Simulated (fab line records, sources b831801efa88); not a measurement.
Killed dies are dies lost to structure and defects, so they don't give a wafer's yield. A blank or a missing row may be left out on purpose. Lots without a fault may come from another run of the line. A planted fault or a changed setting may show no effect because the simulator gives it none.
Problem report in the 8D (eight disciplines) form, filled by code | flow sky130 | the parts of the form that need people (team, actions taken, sign-off) are left out

1. THE PROBLEM
rf_fwd_power_W at SKY_CONTACT_ETCH_17 reads a mean of 1242 W on 6 wafers of 2 lots; wafers without a fault read 1486 W with a standard deviation of 5.8. That is -42 standard deviations from the usual mean.
The step: etches SiO2 in C4F8/O2/Ar, stops on Si3N4, target depth 340 nm.
First seen on wafer L304.3, day 37 04:04, on rie_diel-02. The record holds 39 wafers of 13 lots with a number at this step. Rule for "out", or "out of limits": more than 4 standard deviations from the usual mean. The other wafers with a number count as sound.

2. WHAT IT IS AND WHAT IT IS NOT
question                    | is                     | is not
which readings at this step | rf_fwd_power_W         | oes_product_au
which lots                  | L304, L305             | L288, L289, L290, L291, L293, L294, L297, L299, L306, L309, L310
which wafers of those lots  | all that have a number | -
read on which tools         | rie_diel-02            | rie_diel-01, rie_diel-03
when                        | from day 37 04:04      | up to then (24 sound wafers); but 9 sound wafers of L306, L309, L310 came after

3. SUSPECTS, AND WHAT RULES EACH OUT
Counting: a tool at a process step up to the reading stays a suspect if it ran every lot that is out and no sound lot after the first of them.
- rie_diel-02 at SKY_CONTACT_ETCH_16 (etches BARC in N2/H2, stops on SiO2, time 45.9 s, target depth 60 nm): kept. It ran every lot that is out, first L304 (day 37 04:02), and no sound lot after that; its last sound lot up to then is L299 (day 35 01:47).
- rie_diel-02 at SKY_CONTACT_ETCH_17 (etches SiO2 in C4F8/O2/Ar, stops on Si3N4, target depth 340 nm): kept. It ran every lot that is out, first L304 (day 37 04:04), and no sound lot after that; its last sound lot up to then is L299 (day 35 01:49). Its own readings are out on those wafers: rf_fwd_power_W.
Left after counting: rie_diel-02 at SKY_CONTACT_ETCH_16, rie_diel-02 at SKY_CONTACT_ETCH_17.

4. THE CAUSE (what the simulator had put in)
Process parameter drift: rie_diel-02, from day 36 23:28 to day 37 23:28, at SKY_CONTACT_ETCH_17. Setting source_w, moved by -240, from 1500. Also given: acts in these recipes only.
Counting left 2 suspects, and this tool is among them.

5. THE CHAIN OF EFFECTS, in route order
Each row: a reading whose mean over the struck wafers that have a number lies more than 3 standard deviations from the usual. Only readings for which the record gives a usual standard deviation are gone through. hours: the time from each lot's start at the first step in this table that gives one to its start at this step, as a median over the lots. sigmas: the change in usual standard deviations.
hours | step                | reading        | usual  | on struck wafers | change | sigmas
0     | SKY_CONTACT_ETCH_17 | rf_fwd_power_W | 1486 W | 1242             | -244   | -42
The process steps in it:
- SKY_CONTACT_ETCH_17: etches SiO2 in C4F8/O2/Ar, stops on Si3N4, target depth 340 nm.
Later measuring or inspecting steps at which every struck wafer that the step has a row for has a number for every such reading, and none has moved that far: SKY_CONTACT_RS_MEAS_25.

6. WHAT WOULD HAVE CAUGHT IT SOONER
In this record the first reading out of limits was taken at day 37 04:04, 5 hours after the fault began at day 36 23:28.
